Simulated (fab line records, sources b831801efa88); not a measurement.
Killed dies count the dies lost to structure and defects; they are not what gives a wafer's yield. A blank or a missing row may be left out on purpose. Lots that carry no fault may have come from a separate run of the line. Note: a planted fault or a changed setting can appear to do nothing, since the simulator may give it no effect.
Which of the tools did it?	flow sky130	10 lots, 30 wafers sampled, at 5 steps of a route of 708

WHAT EACH GAUGE READ, for each wafer
Not one reading of a measure or inspect step in the record can be checked against a usual standard deviation.

WHAT TOOL EACH LOT RAN ON (gives the tool, then ch and the chambers of the sampled wafers, and finally the start)
lot	SKY_METAL2_ETCH_18	SKY_VIA2_STRIP_16	SKY_VIA2_CMP_24	SKY_METAL3_SPUTTER_00	SKY_PAD_OPEN_PROBE_99
L681	rieMetal-03 ch 0, day 36 02:43	plasmaAsher-01 ch 0,1, day 37 07:34	cmp-01 ch 1,2, day 37 08:32	pvdSputter-03, day 37 08:50	prober-01, day 46 16:54
L683	rieMetal-01 ch 0,1, day 37 23:14	plasmaAsher-01 ch 0,1, day 39 03:05	cmp-02 ch 0,1,2, day 39 04:07	pvdSputter-03, day 39 04:22	prober-01, day 48 00:16
L694	rieMetal-01 ch 0,1, day 40 20:27	plasmaAsher-01 ch 0,1, day 41 22:02	cmp-01 ch 0,2, day 41 23:01	pvdSputter-01, day 41 23:16	-
L693	rieMetal-02 ch 0,1, day 40 22:33	plasmaAsher-03 ch 0,1, day 42 01:20	cmp-02 ch 0,2,3, day 42 02:19	pvdSputter-01, day 42 02:37	prober-01, day 50 08:25
L696	rieMetal-02 ch 1, day 41 02:29	plasmaAsher-03 ch 0,1, day 42 03:28	cmp-01 ch 0,1,3, day 42 04:26	pvdSputter-01, day 42 04:44	-
L695	rieMetal-02 ch 0,1, day 41 07:20	plasmaAsher-02 ch 0,1, day 42 08:07	cmp-02 ch 1,3, day 42 09:10	pvdSputter-01, day 42 09:28	-
L698	rieMetal-01 ch 0,1, day 41 13:17	plasmaAsher-02 ch 1, day 42 14:41	cmp-01 ch 1,2, day 42 15:38	pvdSputter-02, day 42 15:56	-
L697	rieMetal-03 ch 0,1, day 41 16:45	plasmaAsher-03 ch 0,1, day 42 17:33	cmp-02 ch 1,2,3, day 42 18:35	pvdSputter-02, day 42 18:47	-
L699	rieMetal-03 ch 0,1, day 42 00:01	plasmaAsher-03 ch 0,1, day 43 00:55	cmp-02 ch 0,2,3, day 43 01:57	pvdSputter-01, day 43 02:12	-
L701	rieMetal-01 ch 0,1, day 42 05:08	plasmaAsher-03 ch 0,1, day 43 06:01	cmp-02 ch 2,3, day 43 07:01	pvdSputter-01, day 43 07:19	prober-02, day 51 04:16
- SKY_METAL2_ETCH_18: etches BARC in N2/H2, stops on SiO2, time 45.9 s, target depth 60 nm.
- SKY_VIA2_STRIP_16: strips in O2/N2.
- SKY_VIA2_CMP_24: polishes, stops on SiO2, t overpolish 20 s, target thk 0 nm.
- SKY_METAL3_SPUTTER_00: material Ti, target thk 15 nm, time 10 s.
- SKY_PAD_OPEN_PROBE_99

AS READ BY THE TOOLS THEMSELVES (means over the sampled wafers that have a number; for cases with no such wafer, the mark the record gives instead)
SKY_METAL2_ETCH_18.
lot	tool	chamberPressureMTorr (mTorr)	drypumpMotorCurrentA (A)	oesProductAu (a.u.)	rfFwdPowerW (W)	throttleValvePct (%)
L681	rieMetal-03	30.005	5.0	0.858	495.3	13.229
L683	rieMetal-01	30.005	5.6	0.856	496.0	13.229
L694	rieMetal-01	30.011	5.8	0.852	497.0	13.223
L693	rieMetal-02	29.974	5.9	0.852	497.0	13.225
L696	rieMetal-02	29.986	5.8	0.851	497.9	13.231
L695	rieMetal-02	30.008	5.9	0.854	496.2	13.225
L698	rieMetal-01	29.984	5.8	0.856	495.7	13.219
L697	rieMetal-03	30.005	5.2	0.853	495.8	13.216
L699	rieMetal-03	30.014	5.4	0.857	496.1	13.227
L701	rieMetal-01	29.987	5.8	0.855	495.2	13.228

SKY_VIA2_STRIP_16.
lot	tool	chamberPressureMTorr (mTorr)	drypumpMotorCurrentA (A)	oesProductAu (a.u.)	stripTimeToEndpointS (s)
L681	plasmaAsher-01	1499.6	5.4	0.396	4.007
L683	plasmaAsher-01	1499.8	5.2	0.396	3.973
L694	plasmaAsher-01	1498.7	5.2	0.398	4.013
L693	plasmaAsher-03	1499.9	5.9	0.399	4.015
L696	plasmaAsher-03	1500.3	5.9	0.393	3.983
L695	plasmaAsher-02	1499.6	5.5	0.401	4.030
L698	plasmaAsher-02	1500.9	5.2	0.394	3.972
L697	plasmaAsher-03	1499.3	5.9	0.391	4.002
L699	plasmaAsher-03	1499.0	5.6	0.396	3.963
L701	plasmaAsher-03	1501.0	5.5	0.396	4.001

SKY_VIA2_CMP_24.
lot	tool	edgeZonePressureFrac	motorCurrentA (A)	overpolishRunS (s)	platenRpm (rpm)	slurryFilterDpKPa (kPa)	timeToEndpointS (s)
L681	cmp-01	0.997	11.2	20.001	59.97	13.64	102.7
L683	cmp-02	1.001	11.3	21.733	59.98	13.57	107.5
L694	cmp-01	1.001	11.6	20.004	60.01	13.53	106.5
L693	cmp-02	1.005	11.9	20.002	59.96	13.52	102.1
L696	cmp-01	1.003	11.3	19.997	60.02	13.52	100.2
L695	cmp-02	1.005	10.6	20.004	59.96	13.56	99.1
L698	cmp-01	1.004	11.3	19.997	60.00	13.43	98.6
L697	cmp-02	0.997	10.7	19.996	60.00	13.49	101.2
L699	cmp-02	0.997	12.1	20.004	60.06	13.42	100.8
L701	cmp-02	0.995	12.1	19.999	59.97	13.59	103.1

SKY_METAL3_SPUTTER_00.
lot	tool	throttleValvePct (%)
L681	pvdSputter-03	29.0
L683	pvdSputter-03	30.0
L694	pvdSputter-01	29.6
L693	pvdSputter-01	29.5
L696	pvdSputter-01	29.7
L695	pvdSputter-01	29.7
L698	pvdSputter-02	30.7
L697	pvdSputter-02	29.8
L699	pvdSputter-01	29.8
L701	pvdSputter-01	29.9

SKY_PAD_OPEN_PROBE_99.
lot	tool	defectLimitedYield (%)	killed_at_M0_to_M3	killed_at_M4_up	killedAtContacts	killedAtFrontEnd	killedAtOther	killedDies	killedOpen	killedShort	sort_bin_3_pad_short (%)	sort_bin_5_function (%)	sort_bin_6_memory (%)	sortNPass	sortYieldPct (%)
L681	prober-01	82.6	42	3.7	24	15	0.3	85	44	41	0.5	10.5	6.3	407	82.6
L683	prober-01	83.3	40	2.7	25	14	0.3	82	45	37	0.7	9.6	6.4	410	83.3
L693	prober-01	82.8	46	3.3	20	15	0.0	85	50	34	0.9	10.3	6.0	407	82.8
L701	prober-02	80.6	43	3.3	30	18	0.7	95	47	46	1.2	11.6	6.6	397	80.6

THE ANSWER, worked out from the rows above alone
Rule: the usual values come from the lots themselves. Put in order of their means at a reading, lots are off if they are a third of the lots or fewer, leave a main group of 4 or more, and stand apart from it by a gap of 3 or more times the standard deviation of the main group's means; of several such gaps the widest counts. If all means in a main group match to the digits the tables above print for the reading, that group is not used. Also off: a lot with no number at a reading for which 4 or more lots have one. All remaining lots with rows at the step are treated as sound. First the gauges in route order, then the tools' own readings, where a lot's mean is used as printed above. The first step at which some lot is off is used, and at that step the reading that is off furthest; a lot without a number counts as furthest.
Off at SKY_VIA2_CMP_24 (overpolishRunS): L683. For the main group the mean is 20.000 s and the standard deviation 0.0031.
A tool fits if, at that step or a process step before it, it ran every lot that is off, and no sound lot after the first of them. Not one of the candidates tried fits.

WHAT THE SIMULATOR HAD PUT IN
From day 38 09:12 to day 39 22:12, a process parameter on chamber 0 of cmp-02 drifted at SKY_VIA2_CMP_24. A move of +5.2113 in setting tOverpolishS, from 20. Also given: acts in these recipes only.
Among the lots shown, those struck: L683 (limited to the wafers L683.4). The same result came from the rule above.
